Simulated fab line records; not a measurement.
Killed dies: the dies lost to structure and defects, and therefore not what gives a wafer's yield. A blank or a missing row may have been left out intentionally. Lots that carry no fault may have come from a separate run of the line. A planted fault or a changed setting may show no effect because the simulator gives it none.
Tool commonality check :: flow gf180mcu :: 33 wafers sampled across 11 lots

== THE REASON FOR OPENING IT ==
At GF_PSD_RS_MEAS_14 the reading NSD_RS is flagged on 2 of 11 lots. No-fault wafers: 46.14 ohm/sq, standard deviation 0.12.
Rule: a lot gets a flag if all its wafers with a number sit over 4 standard deviations from that mean, or if no wafer of it has a number. All remaining lots are regarded as sound.

lot: L504
measured: day 14 03:57
on: film_metro-04
NSD_RS (ohm/sq), wafer by wafer: 45.96 45.88 45.98
flag: 

lot: L505
measured: day 14 12:32
on: film_metro-04
NSD_RS (ohm/sq), wafer by wafer: 45.88 46.08 45.95
flag: 

lot: L512
measured: day 17 20:07
on: film_metro-04
NSD_RS (ohm/sq), wafer by wafer: 59.52 59.41 59.38
flag: FLAGGED

lot: L513
measured: day 18 08:23
on: film_metro-02
NSD_RS (ohm/sq), wafer by wafer: 59.51 59.60 59.63
flag: FLAGGED

lot: L514
measured: day 18 19:07
on: film_metro-03
NSD_RS (ohm/sq), wafer by wafer: 46.27 46.23 46.30
flag: 

lot: L516
measured: day 19 05:44
on: film_metro-03
NSD_RS (ohm/sq), wafer by wafer: 46.32 46.25 46.33
flag: 

lot: L517
measured: day 19 18:16
on: film_metro-03
NSD_RS (ohm/sq), wafer by wafer: 46.19 46.32 46.28
flag: 

lot: L522
measured: day 21 09:00
on: film_metro-03
NSD_RS (ohm/sq), wafer by wafer: 46.23 46.21 46.18
flag: 

lot: L524
measured: day 21 11:05
on: film_metro-04
NSD_RS (ohm/sq), wafer by wafer: 45.97 45.96 45.85
flag: 

lot: L525
measured: day 21 20:13
on: film_metro-04
NSD_RS (ohm/sq), wafer by wafer: 45.99 45.98 46.00
flag: 

lot: L526
measured: day 22 05:11
on: film_metro-03
NSD_RS (ohm/sq), wafer by wafer: 46.14 46.15 46.20
flag: 
Averaged over the flagged lots the numbers come to 59.51 ohm/sq, +13.37 ohm/sq from the usual (+99 or more standard deviations).

== WHICH TOOL RAN EACH LOT ==
2 process steps preceding the reading are held in the record, out of 602 steps in the route. Read each cell as the tool, then ch plus the chambers that the sampled wafers visited, then the start.
lot: L504
flag: 
GF_NSD_IMPLANT_09: implanter-04 ch 0, day 13 07:21
GF_NSD_STRIP_11: plasma_asher-01 ch 0,1, day 13 07:38

lot: L505
flag: 
GF_NSD_IMPLANT_09: implanter-04 ch 0, day 13 16:30
GF_NSD_STRIP_11: plasma_asher-03 ch 0,1, day 13 16:47

lot: L512
flag: FLAGGED
GF_NSD_IMPLANT_09: implanter-04 ch 0, day 16 20:09
GF_NSD_STRIP_11: plasma_asher-01 ch 0,1, day 16 20:26

lot: L513
flag: FLAGGED
GF_NSD_IMPLANT_09: implanter-04 ch 0, day 17 07:50
GF_NSD_STRIP_11: plasma_asher-01 ch 0,1, day 17 08:07

lot: L514
flag: 
GF_NSD_IMPLANT_09: implanter-02 ch 0, day 17 18:28
GF_NSD_STRIP_11: plasma_asher-03 ch 0,1, day 17 18:46

lot: L516
flag: 
GF_NSD_IMPLANT_09: implanter-02 ch 0, day 18 05:03
GF_NSD_STRIP_11: plasma_asher-04 ch 0,1, day 18 05:19

lot: L517
flag: 
GF_NSD_IMPLANT_09: implanter-03 ch 0, day 18 16:46
GF_NSD_STRIP_11: plasma_asher-04 ch 0,1, day 18 17:04

lot: L522
flag: 
GF_NSD_IMPLANT_09: implanter-02 ch 0, day 20 07:40
GF_NSD_STRIP_11: plasma_asher-01 ch 0,1, day 20 07:58

lot: L524
flag: 
GF_NSD_IMPLANT_09: implanter-03 ch 0, day 20 10:54
GF_NSD_STRIP_11: plasma_asher-01 ch 0,1, day 20 11:10

lot: L525
flag: 
GF_NSD_IMPLANT_09: implanter-04 ch 0, day 20 19:38
GF_NSD_STRIP_11: plasma_asher-01 ch 0,1, day 20 19:55

lot: L526
flag: 
GF_NSD_IMPLANT_09: implanter-02 ch 0, day 21 04:24
GF_NSD_STRIP_11: plasma_asher-03 ch 0, day 21 04:40
These steps, and what they do:
- GF_NSD_IMPLANT_09
- GF_NSD_STRIP_11: strips in O2/N2.
- GF_PSD_RS_MEAS_14: measures by four-point-probe.

== FLAGGED AGAINST TOTAL, ONE TOOL AT A TIME (gauges that did the reading follow at the end) ==
step: GF_NSD_IMPLANT_09
tool: implanter-02
lots run: 4
flagged: 0
share of the flagged lots: none
sound lots run after its first flagged lot: -

step: GF_NSD_IMPLANT_09
tool: implanter-03
lots run: 2
flagged: 0
share of the flagged lots: none
sound lots run after its first flagged lot: -

step: GF_NSD_IMPLANT_09
tool: implanter-04
lots run: 5
flagged: 2
share of the flagged lots: all
sound lots run after its first flagged lot: 1 (L525)

step: GF_NSD_STRIP_11
tool: plasma_asher-01
lots run: 6
flagged: 2
share of the flagged lots: all
sound lots run after its first flagged lot: 3 (L522,L524,L525)

step: GF_NSD_STRIP_11
tool: plasma_asher-03
lots run: 3
flagged: 0
share of the flagged lots: none
sound lots run after its first flagged lot: -

step: GF_NSD_STRIP_11
tool: plasma_asher-04
lots run: 2
flagged: 0
share of the flagged lots: none
sound lots run after its first flagged lot: -

step: GF_PSD_RS_MEAS_14
tool: film_metro-02
lots run: 1
flagged: 1
share of the flagged lots: some
sound lots run after its first flagged lot: 0

step: GF_PSD_RS_MEAS_14
tool: film_metro-03
lots run: 5
flagged: 0
share of the flagged lots: none
sound lots run after its first flagged lot: -

step: GF_PSD_RS_MEAS_14
tool: film_metro-04
lots run: 5
flagged: 1
share of the flagged lots: some
sound lots run after its first flagged lot: 2 (L524,L525)

== WHAT THE TABLE ALLOWS ==
implanter-04 at GF_NSD_IMPLANT_09 and plasma_asher-01 at GF_NSD_STRIP_11 are the 2 rows of the table that ran each flagged lot.
- implanter-04 at GF_NSD_IMPLANT_09 ran 5 lots, 2 of them flagged. Sound lots followed the first flagged one (L525) on it, something a lasting fault affecting the whole tool could not allow. Its own readings (beam_on_s, dose_ions_cm2) fall more than 4 standard deviations out on all wafers of the flagged lots.
- plasma_asher-01 at GF_NSD_STRIP_11 ran 6 lots, 2 of them flagged. Sound lots followed the first flagged one (L522, L524, L525) on it, something a lasting fault affecting the whole tool could not allow. Its own readings (oes_product_au, strip_time_to_endpoint_s) fall more than 4 standard deviations out on all wafers of the flagged lots.
No row of the table ran every flagged lot and no sound lot after the first.

== WHAT THE SIMULATOR PUT IN ==
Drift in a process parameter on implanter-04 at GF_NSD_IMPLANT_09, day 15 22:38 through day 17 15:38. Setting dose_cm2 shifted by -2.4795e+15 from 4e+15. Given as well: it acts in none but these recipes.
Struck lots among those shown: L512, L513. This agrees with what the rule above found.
